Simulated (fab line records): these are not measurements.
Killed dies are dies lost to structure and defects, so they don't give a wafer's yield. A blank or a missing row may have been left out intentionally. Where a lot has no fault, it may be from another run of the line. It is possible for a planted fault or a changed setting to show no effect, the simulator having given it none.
fab line records	flow sky130
record lots=24	wafers=72	lastDay=50
route steps=708 shown LOCAL_INTERCONNECT@400 VIA2@530 METAL3@564 VIA3@574 CAP2M@605
lots that met no fault: taken from a fault-free run of the same line
startH: hours from the record's opening day to when the first of the lot's shown wafers began	waitH: how many hours have passed since the lot's step before this one	" identical to the entry in the row above	L1.1+2: one row covering several wafers at once	- no value, or no start given	* or withheld: withheld	< > ~ a bound
route shown NAME@n: a module of which the file shows steps, and the number in the route of the first	usual: average and standard deviation across the fault-free wafers	same: alike in all rows	chamber/n: place in a boat	sites: per-site readings	_std_site: the standard deviation of these	_edge_site: mean of outer sites minus mean of inner sites	radiusMm: how far each site lies from the wafer's centre	mask NAME#n: copy n	behind: the tool/chamber that last shaped the wafer	hold: the reason the lot was held/the length of the hold in hours/how it ended	device: whichever transistor did not switch (one of n, p or np)	end of line: at the end of the route, the tests of the same wafers	for a step that has no rows: nothing shown but its recipe	killed: at the first sort, the dies lost to defects and structure; wafer yield is something else	map: per-die view of a wafer (x killed, . not killed, _ where there is no die)
set.NAME: the setting the step ran with; set.NAME@STEP: the setting that earlier step ran with	model.NAME: the simulator's own value behind a step, which no gauge read
one table for each step of the route and one row for each wafer, over a sample of lots
services: from which hour (startH, from the record's first day; less than 0 if before it) a tool's chamber was out of use, for how many hours, and why
## steps
# step SKY_LOCAL_INTERCONNECT_ETCH_13
# recipe chemistry=N2/H2	target=BARC	ionEnergyEv=200	biasW=100	pressureMtorr=30	n2FlowSccm=100	h2FlowSccm=200	icpW=500	stopOn=SiO2	timeS=45.9	targetDepthA=600
# usual drypumpMotorCurrentA=5.96/0.17	oesProductAu=0.855/0.0047	throttleValvePct=13.225/0.0098
lot.wafer	tool	chamber	startH	waitH	drypumpMotorCurrentA	oesProductAu	rfHoursCounterH	throttleValvePct
L074.1	rieMetal-03	1	703.77	0.0	5.98	0.853	3	13.224
L074.4	"	0	"	"	6.03	0.847	-	13.232
L074.5	"	1	"	"	5.98	0.845	-	13.226
L075.3	rieMetal-02	1	705.40	0.0	5.83	0.857	-	13.238
L075.4	"	0	"	"	5.64	0.849	-	13.219
L075.6	"	0	"	"	5.63	0.861	-	13.224
L076.1	rieMetal-02	1	717.99	0.0	5.83	0.856	5	13.238
L076.5	"	1	"	"	5.83	0.851	-	13.205
L076.6	"	0	"	"	5.67	0.846	-	13.224
L077.2	rieMetal-03	0	728.07	0.0	6.05	0.859	7	13.212
L077.3	"	1	"	"	5.99	0.859	-	13.222
L077.4	"	0	"	"	6.05	0.861	-	13.235
L078.2	rieMetal-04	0	729.19	0.0	5.95	0.850	0	13.223
L078.3	"	0	"	"	5.96	0.854	-	13.222
L078.5	"	0	"	"	5.96	0.854	-	13.222
L079.2	rieMetal-03	0	754.84	0.0	6.05	0.852	8	13.239
L079.3	"	1	"	"	5.98	0.860	-	13.223
L079.5	"	1	"	"	5.98	0.859	-	13.215
L080.2	rieMetal-02	1	761.14	0.0	5.85	0.850	6	13.240
L080.3	"	1	"	"	5.83	0.852	-	13.231
L080.6	"	0	"	"	5.64	0.851	-	13.215
L081.1	rieMetal-03	1	766.92	0.0	6.02	0.850	5	13.215
L081.5	"	0	"	"	6.02	0.852	-	13.221
L081.6	"	1	"	"	6.03	0.856	-	13.217
L082.2	rieMetal-04	1	774.45	0.0	6.22	0.865	6	13.221
L082.3	"	1	"	"	6.22	0.856	-	13.218
L082.5	"	1	"	"	6.21	0.855	-	13.225
L083.2	rieMetal-03	1	779.44	0.0	5.96	0.850	6	13.208
L083.4	"	1	"	"	5.98	0.850	-	13.234
L083.5	"	1	"	"	5.96	0.860	-	13.224
L084.1	rieMetal-04	0	796.51	0.0	5.96	0.853	3	13.218
L084.3	"	1	"	"	6.20	0.854	-	13.219
L084.5	"	1	"	"	6.21	0.853	-	13.243
L085.3	rieMetal-03	0	797.26	0.0	6.04	0.860	-	13.213
L085.5	"	1	"	"	5.99	0.863	-	13.216
L085.6	"	0	"	"	6.07	0.856	-	13.245
L086.1	rieMetal-02	0	807.94	0.0	5.62	0.857	15	13.232
L086.2	"	1	"	"	5.85	0.861	8	13.233
L086.4	"	0	"	"	5.60	0.858	-	13.235
L087.4	rieMetal-04	1	808.32	0.0	6.23	0.856	-	13.233
L087.5	"	0	"	"	5.96	0.848	-	13.228
L087.6	"	1	"	"	6.23	0.858	-	13.223
L088.1	rieMetal-04	0	818.74	0.0	5.97	0.857	4	13.231
L088.2	"	1	"	"	6.20	0.850	8	13.250
L088.3	"	1	"	"	6.21	0.858	-	13.236
L089.1	rieMetal-02	0	826.85	0.0	5.65	0.851	15	13.210
L089.3	"	0	"	"	5.61	0.852	-	13.219
L089.6	"	1	"	"	5.88	0.848	-	13.213
L090.2	rieMetal-04	1	833.14	0.0	6.22	0.859	8	13.229
L090.4	"	0	"	"	5.98	0.855	-	13.220
L090.5	"	0	"	"	6.01	0.857	-	13.240
L091.1	rieMetal-02	1	839.29	0.0	5.86	0.849	9	13.205
L091.3	"	1	"	"	5.84	0.843	-	13.224
L091.4	"	1	"	"	5.85	0.862	-	13.233
L092.3	rieMetal-03	1	848.41	0.0	5.97	0.844	-	13.231
L092.4	"	0	"	"	6.05	0.852	-	13.239
L092.6	"	0	"	"	6.08	0.861	-	13.228
L093.1	rieMetal-02	1	859.83	0.0	5.84	0.860	10	13.231
L093.2	"	0	"	"	5.61	0.855	17	13.216
L093.5	"	0	"	"	5.64	0.858	-	13.219
L094.4	rieMetal-04	1	863.15	0.0	6.23	0.855	-	13.212
L094.5	"	1	"	"	6.22	0.861	-	13.219
L094.6	"	0	"	"	5.95	0.860	-	13.212
L095.1	rieMetal-04	0	865.22	0.0	5.94	0.851	5	13.249
L095.3	"	0	"	"	5.96	0.856	-	13.224
L095.5	"	0	"	"	5.96	0.855	-	13.225
L096.2	rieMetal-02	1	871.40	0.0	5.85	0.858	-	13.242
L096.3	"	1	"	"	5.86	0.846	-	13.228
L096.6	"	1	"	"	5.87	0.850	-	13.215
L097.2	rieMetal-04	1	884.52	0.0	6.19	0.858	10	13.232
L097.3	"	1	"	"	6.17	0.855	-	13.229
L097.5	"	1	"	"	6.19	0.856	-	13.213
# step SKY_VIA2_THK_MEAS_23
# recipe thkMeasGauge=xrf	reads=W_of_VIA2_CVD_21
# usual VIA2_W_THK=431/8.4
lot.wafer	tool	chamber	startH	waitH	VIA2_W_THK[nm]
L074.1	filmMetro-03	-	846.65	0.1	412
L074.4	"	-	"	"	416
L074.5	"	-	"	"	425
L075.3	filmMetro-03	-	848.21	0.1	426
L075.4	"	-	"	"	417
L075.6	"	-	"	"	426
L076.1	filmMetro-01	-	859.02	0.1	426
L076.5	"	-	"	"	432
L076.6	"	-	"	"	438
L077.2	filmMetro-01	-	868.08	0.1	424
L077.3	"	-	"	"	427
L077.4	"	-	"	"	419
L078.2	filmMetro-03	-	870.01	0.1	439
L078.3	"	-	"	"	438
L078.5	"	-	"	"	430
L079.2	filmMetro-03	-	892.84	0.1	425
L079.3	"	-	"	"	424
L079.5	"	-	"	"	428
L080.2	filmMetro-04	-	900.84	0.1	432
L080.3	"	-	"	"	430
L080.6	"	-	"	"	421
L082.2	filmMetro-04	-	912.82	0.1	438
L082.3	"	-	"	"	425
L082.5	"	-	"	"	430
L083.2	filmMetro-01	-	918.54	0.1	430
L083.4	"	-	"	"	423
L083.5	"	-	"	"	432
L084.1	filmMetro-01	-	933.84	0.1	429
L084.3	"	-	"	"	437
L084.5	"	-	"	"	444
L081.1	filmMetro-04	-	934.67	0.1	435
L081.5	"	-	"	"	428
L081.6	"	-	"	"	443
L085.3	filmMetro-04	-	935.32	0.1	422
L085.5	"	-	"	"	428
L085.6	"	-	"	"	423
L086.1	filmMetro-01	-	945.21	0.1	433
L086.2	"	-	"	"	426
L086.4	"	-	"	"	426
L087.4	filmMetro-04	-	945.51	0.1	430
L087.5	"	-	"	"	419
L087.6	"	-	"	"	431
L088.1	filmMetro-04	-	954.55	0.1	424
L088.2	"	-	"	"	435
L088.3	"	-	"	"	421
L089.1	filmMetro-04	-	963.98	0.1	426
L089.3	"	-	"	"	430
L089.6	"	-	"	"	433
L090.2	filmMetro-04	-	970.24	0.1	431
L090.4	"	-	"	"	439
L090.5	"	-	"	"	431
L091.1	filmMetro-03	-	972.14	0.1	448
L091.3	"	-	"	"	444
L091.4	"	-	"	"	437
L092.3	filmMetro-03	-	980.85	0.1	441
L092.4	"	-	"	"	433
L092.6	"	-	"	"	443
L093.1	filmMetro-04	-	994.68	0.1	428
L093.2	"	-	"	"	434
L093.5	"	-	"	"	431
L094.4	filmMetro-04	-	996.29	0.1	447
L094.5	"	-	"	"	445
L094.6	"	-	"	"	433
L095.1	filmMetro-01	-	997.89	0.1	443
L095.3	"	-	"	"	444
L095.5	"	-	"	"	445
L096.2	filmMetro-04	-	1002.53	0.1	434
L096.3	"	-	"	"	435
L096.6	"	-	"	"	423
L097.2	filmMetro-01	-	1014.80	0.1	435
L097.3	"	-	"	"	437
L097.5	"	-	"	"	449
# step SKY_METAL3_OVL_MEAS_14
# usual METAL3_OVL=-3/5.2
lot.wafer	tool	chamber	startH	waitH	METAL3_OVL[nm]
L074.1	overlay-02	-	899.66	0.1	-1
L074.4	"	-	"	"	-2
L074.5	"	-	"	"	-3
L075.3	overlay-01	-	900.50	0.1	-3
L075.4	"	-	"	"	2
L075.6	"	-	"	"	-4
L076.1	overlay-02	-	912.01	0.1	0
L076.5	"	-	"	"	-13
L076.6	"	-	"	"	-5
L077.2	overlay-02	-	920.30	0.1	-7
L077.3	"	-	"	"	-5
L077.4	"	-	"	"	-12
L078.2	overlay-01	-	922.18	0.1	-3
L078.3	"	-	"	"	-1
L078.5	"	-	"	"	2
L079.2	overlay-01	-	944.86	0.1	0
L079.3	"	-	"	"	-6
L079.5	"	-	"	"	-3
L080.2	overlay-01	-	950.96	0.1	-5
L080.3	"	-	"	"	4
L080.6	"	-	"	"	-3
L082.2	overlay-01	-	965.46	0.1	-6
L082.3	"	-	"	"	-5
L082.5	"	-	"	"	-4
L083.2	overlay-02	-	968.68	0.1	7
L083.4	"	-	"	"	4
L083.5	"	-	"	"	5
L084.1	overlay-01	-	983.33	0.1	-12
L084.3	"	-	"	"	-10
L084.5	"	-	"	"	-10
L081.1	overlay-02	-	984.44	0.1	-4
L081.5	"	-	"	"	-6
L081.6	"	-	"	"	-4
L085.3	overlay-01	-	986.20	0.1	-5
L085.5	"	-	"	"	-9
L085.6	"	-	"	"	-6
L086.1	overlay-02	-	993.68	0.1	-4
L086.2	"	-	"	"	1
L086.4	"	-	"	"	4
L087.4	overlay-01	-	994.34	0.1	-13
L087.5	"	-	"	"	-5
L087.6	"	-	"	"	-3
L088.1	overlay-01	-	1003.06	0.1	-9
L088.2	"	-	"	"	0
L088.3	"	-	"	"	-14
L089.1	overlay-01	-	1011.68	0.1	-2
L089.3	"	-	"	"	4
L089.6	"	-	"	"	-5
L090.2	overlay-01	-	1018.80	0.1	-12
L090.4	"	-	"	"	-8
L090.5	"	-	"	"	-9
L091.1	overlay-02	-	1020.56	0.1	-2
L091.3	"	-	"	"	3
L091.4	"	-	"	"	-1
L092.3	overlay-02	-	1028.55	0.1	-4
L092.4	"	-	"	"	-1
L092.6	"	-	"	"	4
L093.1	overlay-02	-	1041.18	0.1	4
L093.2	"	-	"	"	7
L093.5	"	-	"	"	2
L094.4	overlay-02	-	1042.11	0.1	-5
L094.5	"	-	"	"	-7
L094.6	"	-	"	"	-3
L095.1	overlay-02	-	1044.36	0.1	2
L095.3	"	-	"	"	7
L095.5	"	-	"	"	2
L096.2	overlay-01	-	1047.55	0.1	7
L096.3	"	-	"	"	-3
L096.6	"	-	"	"	1
L097.2	overlay-02	-	1059.93	0.1	-4
L097.3	"	-	"	"	-6
L097.5	"	-	"	"	2
# step SKY_VIA3_THK_MEAS_01
# recipe reads=SiO2_of_VIA3_HDPCVD_00
# usual VIA3_HDPCVD_THK=1639/17
lot.wafer	tool	chamber	startH	waitH	VIA3_HDPCVD_THK[nm]
L074.1	filmMetro-03	-	900.89	0.1	1622
L074.4	"	-	"	"	1638
L074.5	"	-	"	"	1665
L075.3	filmMetro-02	-	901.72	0.1	1627
L075.4	"	-	"	"	1615
L075.6	"	-	"	"	1612
L076.1	filmMetro-01	-	913.14	0.1	1621
L076.5	"	-	"	"	1615
L076.6	"	-	"	"	1634
L077.2	filmMetro-02	-	921.54	0.1	1627
L077.3	"	-	"	"	1618
L077.4	"	-	"	"	1640
L078.2	filmMetro-02	-	923.39	0.1	1597
L078.3	"	-	"	"	1614
L078.5	"	-	"	"	1612
L079.2	filmMetro-01	-	946.17	0.1	1647
L079.3	"	-	"	"	1648
L079.5	"	-	"	"	1634
L080.2	filmMetro-01	-	952.13	0.1	1652
L080.3	"	-	"	"	1645
L080.6	"	-	"	"	1656
L082.2	filmMetro-02	-	966.63	0.1	1646
L082.3	"	-	"	"	1634
L082.5	"	-	"	"	1625
L083.2	filmMetro-02	-	969.85	0.1	1629
L083.4	"	-	"	"	1617
L083.5	"	-	"	"	1599
L084.1	filmMetro-02	-	984.80	0.1	1636
L084.3	"	-	"	"	1619
L084.5	"	-	"	"	1633
L081.1	filmMetro-01	-	986.00	0.1	1651
L081.5	"	-	"	"	1644
L081.6	"	-	"	"	1656
L085.3	filmMetro-02	-	987.74	0.1	1637
L085.5	"	-	"	"	1622
L085.6	"	-	"	"	1637
L086.1	filmMetro-01	-	995.29	0.2	1649
L086.2	"	-	"	"	1640
L086.4	"	-	"	"	1615
L087.4	filmMetro-03	-	995.48	0.0	1640
L087.5	"	-	"	"	1651
L087.6	"	-	"	"	1656
L088.1	filmMetro-02	-	1004.18	0.1	1642
L088.2	"	-	"	"	1639
L088.3	"	-	"	"	1639
L089.1	filmMetro-01	-	1012.80	0.1	1621
L089.3	"	-	"	"	1646
L089.6	"	-	"	"	1631
L090.2	filmMetro-02	-	1019.93	0.1	1621
L090.4	"	-	"	"	1645
L090.5	"	-	"	"	1627
L091.1	filmMetro-01	-	1021.68	0.1	1631
L091.3	"	-	"	"	1638
L091.4	"	-	"	"	1640
L092.3	filmMetro-02	-	1029.68	0.1	1664
L092.4	"	-	"	"	1650
L092.6	"	-	"	"	1669
L093.1	filmMetro-03	-	1042.30	0.1	1651
L093.2	"	-	"	"	1650
L093.5	"	-	"	"	1666
L094.4	filmMetro-03	-	1043.28	0.0	1675
L094.5	"	-	"	"	1652
L094.6	"	-	"	"	1657
L095.1	filmMetro-02	-	1045.49	0.1	1642
L095.3	"	-	"	"	1648
L095.5	"	-	"	"	1638
L096.2	filmMetro-03	-	1048.68	0.1	1631
L096.3	"	-	"	"	1634
L096.6	"	-	"	"	1643
L097.2	filmMetro-03	-	1061.10	0.1	1658
L097.3	"	-	"	"	1669
L097.5	"	-	"	"	1667
# step SKY_VIA3_CD_MEAS_12
# recipe targetCdNm=200
# usual cdNm=199.9/1.2
lot.wafer	tool	chamber	startH	waitH	cdNm
L074.1	cdSem-01	-	926.02	-	198.5
L074.4	"	-	"	"	198.2
L074.5	"	-	"	"	198.9
L075.3	cdSem-01	-	926.41	-	198.7
L075.4	"	-	"	"	198.9
L075.6	"	-	"	"	199.0
L076.1	cdSem-01	-	941.17	-	197.5
L076.5	"	-	"	"	198.2
L076.6	"	-	"	"	198.2
L077.2	cdSem-01	-	945.71	-	197.6
L077.3	"	-	"	"	198.1
L077.4	"	-	"	"	198.4
L078.2	cdSem-02	-	947.86	-	202.4
L078.3	"	-	"	"	200.2
L078.5	"	-	"	"	202.7
L079.2	cdSem-01	-	970.18	-	199.9
L079.3	"	-	"	"	199.9
L079.5	"	-	"	"	198.8
L080.2	cdSem-02	-	976.01	-	200.0
L080.3	"	-	"	"	200.8
L080.6	"	-	"	"	201.0
L082.2	cdSem-02	-	990.56	-	200.2
L082.3	"	-	"	"	201.4
L082.5	"	-	"	"	200.7
L083.2	cdSem-02	-	993.46	-	200.5
L083.4	"	-	"	"	199.6
L083.5	"	-	"	"	200.6
L084.1	cdSem-02	-	1007.92	-	198.7
L084.3	"	-	"	"	199.7
L084.5	"	-	"	"	199.7
L081.1	cdSem-02	-	1010.32	-	199.8
L081.5	"	-	"	"	199.1
L081.6	"	-	"	"	200.9
L085.3	cdSem-02	-	1010.88	-	200.5
L085.5	"	-	"	"	199.9
L085.6	"	-	"	"	200.0
L086.1	cdSem-02	-	1018.57	-	198.4
L086.2	"	-	"	"	199.6
L086.4	"	-	"	"	198.8
L087.4	cdSem-02	-	1018.98	-	200.8
L087.5	"	-	"	"	201.0
L087.6	"	-	"	"	200.8
L088.1	cdSem-02	-	1027.41	-	199.8
L088.2	"	-	"	"	200.7
L088.3	"	-	"	"	200.8
L089.1	cdSem-02	-	1035.97	-	198.8
L089.3	"	-	"	"	198.7
L089.6	"	-	"	"	199.0
L090.2	cdSem-02	-	1042.51	-	199.7
L090.4	"	-	"	"	199.0
L090.5	"	-	"	"	200.5
L091.1	cdSem-01	-	1044.59	-	199.5
L091.3	"	-	"	"	202.4
L091.4	"	-	"	"	200.5
L092.3	cdSem-01	-	1052.11	-	201.6
L092.4	"	-	"	"	201.7
L092.6	"	-	"	"	199.9
L093.1	cdSem-02	-	1064.16	-	201.5
L093.2	"	-	"	"	200.3
L093.5	"	-	"	"	201.1
L094.4	cdSem-02	-	1065.48	-	201.7
L094.5	"	-	"	"	201.9
L094.6	"	-	"	"	201.8
L095.1	cdSem-02	-	1067.74	-	199.7
L095.3	"	-	"	"	198.5
L095.5	"	-	"	"	199.2
L096.2	cdSem-01	-	1070.91	-	199.4
L096.3	"	-	"	"	199.4
L096.6	"	-	"	"	199.9
L097.2	cdSem-01	-	1083.61	-	201.2
L097.3	"	-	"	"	200.5
L097.5	"	-	"	"	202.3
# step SKY_CAP2M_SPUTTER_02
# recipe material=TiN	targetThkNm=200	tempC=300	powerW=6500	timeS=166.7	chamberPressurePa=0.4
# usual throttleValvePct=30.1/0.68
lot.wafer	tool	chamber	startH	waitH	throttleValvePct
L074.1	pvdSputter-03	-	927.81	0.1	29.2
L074.4	"	-	"	"	30.3
L074.5	"	-	"	"	30.5
L075.3	pvdSputter-02	-	928.12	0.0	30.4
L075.4	"	-	"	"	31.6
L075.6	"	-	"	"	31.5
L076.1	pvdSputter-03	-	942.95	0.1	29.5
L076.5	"	-	"	"	29.0
L076.6	"	-	"	"	30.0
L077.2	pvdSputter-03	-	947.52	0.0	29.8
L077.3	"	-	"	"	30.6
L077.4	"	-	"	"	29.3
L078.2	pvdSputter-03	-	949.75	0.0	30.4
L078.3	"	-	"	"	29.5
L078.5	"	-	"	"	30.1
L079.2	pvdSputter-03	-	971.92	0.0	30.4
L079.3	"	-	"	"	29.2
L079.5	"	-	"	"	30.2
L080.2	pvdSputter-04	-	977.74	0.0	30.9
L080.3	"	-	"	"	31.1
L080.6	"	-	"	"	29.7
L082.2	pvdSputter-03	-	992.52	0.0	29.4
L082.3	"	-	"	"	30.4
L082.5	"	-	"	"	29.2
L083.2	pvdSputter-04	-	995.19	0.0	29.5
L083.4	"	-	"	"	31.3
L083.5	"	-	"	"	31.0
L084.1	pvdSputter-04	-	1009.67	0.1	29.4
L084.3	"	-	"	"	29.4
L084.5	"	-	"	"	31.1
L081.1	pvdSputter-04	-	1012.07	0.1	29.3
L081.5	"	-	"	"	29.6
L081.6	"	-	"	"	30.9
L085.3	pvdSputter-03	-	1012.59	0.0	30.2
L085.5	"	-	"	"	30.0
L085.6	"	-	"	"	29.9
L086.1	pvdSputter-03	-	1020.32	0.1	29.9
L086.2	"	-	"	"	30.4
L086.4	"	-	"	"	30.2
L087.4	pvdSputter-02	-	1021.22	0.0	30.6
L087.5	"	-	"	"	30.0
L087.6	"	-	"	"	30.4
L088.1	pvdSputter-03	-	1029.16	0.1	30.5
L088.2	"	-	"	"	30.0
L088.3	"	-	"	"	29.2
L089.1	pvdSputter-03	-	1037.82	0.1	29.0
L089.3	"	-	"	"	30.0
L089.6	"	-	"	"	30.0
L090.2	pvdSputter-03	-	1044.24	0.0	30.0
L090.4	"	-	"	"	29.6
L090.5	"	-	"	"	29.6
L091.1	pvdSputter-02	-	1046.39	0.1	30.1
L091.3	"	-	"	"	30.5
L091.4	"	-	"	"	30.2
L092.3	pvdSputter-02	-	1053.82	0.0	29.7
L092.4	"	-	"	"	30.2
L092.6	"	-	"	"	31.6
L093.1	pvdSputter-02	-	1065.95	0.1	30.5
L093.2	"	-	"	"	31.8
L093.5	"	-	"	"	30.5
L094.4	pvdSputter-02	-	1067.20	0.0	30.4
L094.5	"	-	"	"	30.1
L094.6	"	-	"	"	30.3
L095.1	pvdSputter-03	-	1069.55	0.1	29.9
L095.3	"	-	"	"	29.1
L095.5	"	-	"	"	29.4
L096.2	pvdSputter-03	-	1072.65	0.0	29.0
L096.3	"	-	"	"	30.7
L096.6	"	-	"	"	29.8
L097.2	pvdSputter-02	-	1085.34	0.0	29.8
L097.3	"	-	"	"	30.5
L097.5	"	-	"	"	31.6
## services
tool	chamber	startH	hours	kind
rieMetal-04	0	695.91	-	clean
rieMetal-03	1	732.81	1.3	repair
pvdSputter-03	-	785.08	1.4	repair
rieMetal-02	-	802.87	0.4	repair
pvdSputter-03	1	814.63	-	consumableReplace:kit
pvdSputter-03	1	814.63	18.0	scheduledDown
pvdSputter-03	1	814.63	18.0	ventCycle
pvdSputter-02	-	830.89	4.8	repair
rieMetal-02	0	838.67	1.7	repair
pvdSputter-04	-	847.65	3.6	repair
rieMetal-04	-	920.24	0.8	repair
rieMetal-04	0	938.42	8.2	repair
rieMetal-03	-	947.86	15.6	pm
pvdSputter-03	0	964.50	-	consumableReplace:kit
pvdSputter-03	0	964.50	18.0	scheduledDown
pvdSputter-03	0	964.50	18.0	ventCycle
rieMetal-03	-	972.78	0.2	repair
rieMetal-04	-	984.47	2.4	repair
rieMetal-03	0	1005.12	3.6	repair
rieMetal-02	-	1005.52	2.8	pm
rieMetal-04	-	1007.18	0.6	repair
rieMetal-04	0	1072.52	5.4	repair
rieMetal-04	1	1076.19	1.2	repair
pvdSputter-03	-	1080.65	13.4	repair
## key
fault none
